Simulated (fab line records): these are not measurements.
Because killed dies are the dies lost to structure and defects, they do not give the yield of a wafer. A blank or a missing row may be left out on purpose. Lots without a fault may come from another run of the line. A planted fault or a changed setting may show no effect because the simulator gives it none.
What tool caused it? / flow gf180mcu / 14 lots, 42 wafers sampled, at 4 steps of a route of 602

## WHAT THE GAUGES SHOWED, per wafer
GF_HV_LDD_CD_MEAS_19 targets a cd of 400 nm. Usual: cd_nm reads 399.7 nm (standard deviation 2.5).
lot=L361; measured=day 10 16:06; on=cd_sem-01; cd_nm (nm)=397.5 395.3 395.1; flag=
lot=L362; measured=day 10 22:40; on=cd_sem-01; cd_nm (nm)=397.7 398.5 399.0; flag=
lot=L363; measured=day 11 08:23; on=cd_sem-01; cd_nm (nm)=396.2 395.7 396.3; flag=
lot=L364; measured=day 11 15:55; on=cd_sem-01; cd_nm (nm)=399.4 399.9 401.0; flag=
lot=L366; measured=day 12 03:47; on=cd_sem-01; cd_nm (nm)=402.7 403.1 404.5; flag=
lot=L369; measured=day 12 22:35; on=cd_sem-01; cd_nm (nm)=401.8 402.5 400.7; flag=
lot=L370; measured=day 13 09:35; on=cd_sem-02; cd_nm (nm)=400.1 399.5 399.4; flag=
lot=L372; measured=day 13 22:40; on=cd_sem-02; cd_nm (nm)=403.3 403.8 402.1; flag=
lot=L373; measured=day 14 14:17; on=cd_sem-02; cd_nm (nm)=400.4 400.9 400.1; flag=
lot=L375; measured=day 15 05:22; on=cd_sem-02; cd_nm (nm)=400.8 402.1 398.3; flag=
lot=L378; measured=day 17 03:52; on=cd_sem-01; cd_nm (nm)=403.2 402.1 404.6; flag=
lot=L381; measured=day 18 02:36; on=cd_sem-01; cd_nm (nm)=399.9 400.3 397.9; flag=
lot=L383; measured=day 18 11:41; on=cd_sem-02; cd_nm (nm)=397.9 398.0 398.3; flag=
lot=L382; measured=day 18 13:02; on=cd_sem-01; cd_nm (nm)=396.6 395.4 397.4; flag=

GF_HV_LDD_CD_MEAS_31 targets a cd of 400 nm. Usual: cd_nm reads 399.0 nm (standard deviation 1.9).
lot=L361; measured=day 11 11:00; on=cd_sem-01; cd_nm (nm)=397.4 396.8 395.6; flag=
lot=L362; measured=day 11 16:53; on=cd_sem-01; cd_nm (nm)=397.7 396.9 396.0; flag=
lot=L363; measured=day 12 03:43; on=cd_sem-02; cd_nm (nm)=401.4 399.7 402.6; flag=
lot=L364; measured=day 12 11:37; on=cd_sem-02; cd_nm (nm)=400.1 401.3 399.5; flag=
lot=L366; measured=day 12 23:08; on=cd_sem-01; cd_nm (nm)=402.1 402.2 405.3; flag=
lot=L369; measured=day 13 19:05; on=cd_sem-02; cd_nm (nm)=398.2 399.3 399.8; flag=
lot=L370; measured=day 14 05:55; on=cd_sem-02; cd_nm (nm)=399.7 397.6 398.4; flag=
lot=L372; measured=day 14 19:16; on=cd_sem-02; cd_nm (nm)=401.6 400.7 397.7; flag=
lot=L373; measured=day 15 11:28; on=cd_sem-02; cd_nm (nm)=402.1 397.5 401.8; flag=
lot=L375; measured=day 16 03:10; on=cd_sem-01; cd_nm (nm)=397.5 398.7 399.4; flag=
lot=L378; measured=day 18 03:11; on=cd_sem-02; cd_nm (nm)=399.7 398.7 397.7; flag=
lot=L381; measured=day 19 01:51; on=cd_sem-02; cd_nm (nm)=397.0 397.1 396.7; flag=
lot=L383; measured=day 19 11:08; on=cd_sem-01; cd_nm (nm)=397.2 398.6 400.0; flag=
lot=L382; measured=day 19 13:11; on=cd_sem-01; cd_nm (nm)=394.6 394.2 395.9; flag=

GF_SAB_OVL_MEAS_10. Usual: SAB_OVL 1.5 nm, standard deviation 1.3.
lot=L361; measured=day 15 00:53; on=overlay-02; SAB_OVL (nm)=1.3 0.8 2.9; flag=
lot=L362; measured=day 15 07:02; on=overlay-02; SAB_OVL (nm)=1.0 1.7 2.4; flag=
lot=L363; measured=day 15 17:32; on=overlay-02; SAB_OVL (nm)=0.6 2.3 1.7; flag=
lot=L364; measured=day 16 02:00; on=overlay-02; SAB_OVL (nm)=3.1 2.3 4.0; flag=
lot=L366; measured=day 16 15:07; on=overlay-01; SAB_OVL (nm)=0.4 2.3 0.2; flag=
lot=L372; measured=day 18 16:46; on=overlay-01; SAB_OVL (nm)=-0.7 0.5 0.8; flag=
lot=L373; measured=day 19 10:17; on=overlay-02; SAB_OVL (nm)=3.0 1.9 2.1; flag=
lot=L375; measured=day 20 03:21; on=overlay-01; SAB_OVL (nm)=1.2 3.5 2.5; flag=
lot=L378; measured=day 22 05:30; on=overlay-01; SAB_OVL (nm)=1.9 2.1 1.3; flag=
lot=L381; measured=day 23 04:07; on=overlay-01; SAB_OVL (nm)=2.9 1.5 2.1; flag=
lot=L383; measured=day 23 13:39; on=overlay-01; SAB_OVL (nm)=2.0 2.8 2.8; flag=
lot=L382; measured=day 23 16:05; on=overlay-02; SAB_OVL (nm)=1.2 0.3 0.3; flag=

## EACH LOT AND THE TOOL THAT RAN IT (in order: tool; ch and the chambers of the sampled wafers; start)
lot=L361; GF_HV_LDD_DEVELOP_45=litho_track-02 ch 0, day 12 06:03
lot=L362; GF_HV_LDD_DEVELOP_45=litho_track-01 ch 0, day 12 12:47
lot=L363; GF_HV_LDD_DEVELOP_45=litho_track-02 ch 0, day 12 23:38
lot=L364; GF_HV_LDD_DEVELOP_45=litho_track-01 ch 0, day 13 07:50
lot=L366; GF_HV_LDD_DEVELOP_45=litho_track-01 ch 0, day 13 19:16
lot=L369; GF_HV_LDD_DEVELOP_45=litho_track-02, day 14 15:17
lot=L370; GF_HV_LDD_DEVELOP_45=litho_track-01, day 15 02:47
lot=L372; GF_HV_LDD_DEVELOP_45=litho_track-03 ch 0, day 15 16:40
lot=L373; GF_HV_LDD_DEVELOP_45=litho_track-02 ch 0, day 16 09:23
lot=L375; GF_HV_LDD_DEVELOP_45=litho_track-02 ch 0, day 17 02:05
lot=L378; GF_HV_LDD_DEVELOP_45=litho_track-03 ch 0, day 19 02:16
lot=L381; GF_HV_LDD_DEVELOP_45=litho_track-01 ch 0, day 20 02:28
lot=L383; GF_HV_LDD_DEVELOP_45=litho_track-01 ch 0, day 20 11:50
lot=L382; GF_HV_LDD_DEVELOP_45=litho_track-02 ch 0, day 20 13:21
- GF_HV_LDD_DEVELOP_45: develop time 60 s.

## AS READ BY THE TOOLS THEMSELVES (means over the sampled wafers that have a number; for cases with no such wafer, the mark the record gives instead)
GF_HV_LDD_DEVELOP_45. Usual: chill_plate_temp_C reads 23.01 C (standard deviation 0.099).
lot=L361; tool=litho_track-02; chill_plate_temp_C (C)=22.93; flag=
lot=L362; tool=litho_track-01; chill_plate_temp_C (C)=22.95; flag=
lot=L363; tool=litho_track-02; chill_plate_temp_C (C)=22.97; flag=
lot=L364; tool=litho_track-01; chill_plate_temp_C (C)=22.95; flag=
lot=L366; tool=litho_track-01; chill_plate_temp_C (C)=22.91; flag=
lot=L369; tool=litho_track-02; chill_plate_temp_C (C)=-; flag=OFF
lot=L370; tool=litho_track-01; chill_plate_temp_C (C)=-; flag=OFF
lot=L372; tool=litho_track-03; chill_plate_temp_C (C)=23.14; flag=
lot=L373; tool=litho_track-02; chill_plate_temp_C (C)=23.00; flag=
lot=L375; tool=litho_track-02; chill_plate_temp_C (C)=23.13; flag=
lot=L378; tool=litho_track-03; chill_plate_temp_C (C)=23.04; flag=
lot=L381; tool=litho_track-01; chill_plate_temp_C (C)=23.03; flag=
lot=L383; tool=litho_track-01; chill_plate_temp_C (C)=23.04; flag=
lot=L382; tool=litho_track-02; chill_plate_temp_C (C)=22.94; flag=

## THE ANSWER, worked out from the rows above alone
Rule: a lot counts as off when the mean over its wafers that have a number is more than 3 standard deviations away from the usual mean. A lot without any number at a reading at which 4 lots or more have one is off too. Any other lot the step has rows for is counted as sound. Order of review: gauges by route order, followed by the tools' own readings, for which a lot's mean as printed above is used. At the first step where some lot is off, the reading lying furthest off is the one used; lots without a number count as furthest.
Off, at GF_HV_LDD_DEVELOP_45 on chill_plate_temp_C: L369, L370. Without a number there: L369, L370.
If a tool, at that step or one of the process steps before it, ran each lot that is off and ran no sound lot following the first of them, it fits. No candidate that was tried fits.

## WHAT HAD BEEN PUT IN BY THE SIMULATOR
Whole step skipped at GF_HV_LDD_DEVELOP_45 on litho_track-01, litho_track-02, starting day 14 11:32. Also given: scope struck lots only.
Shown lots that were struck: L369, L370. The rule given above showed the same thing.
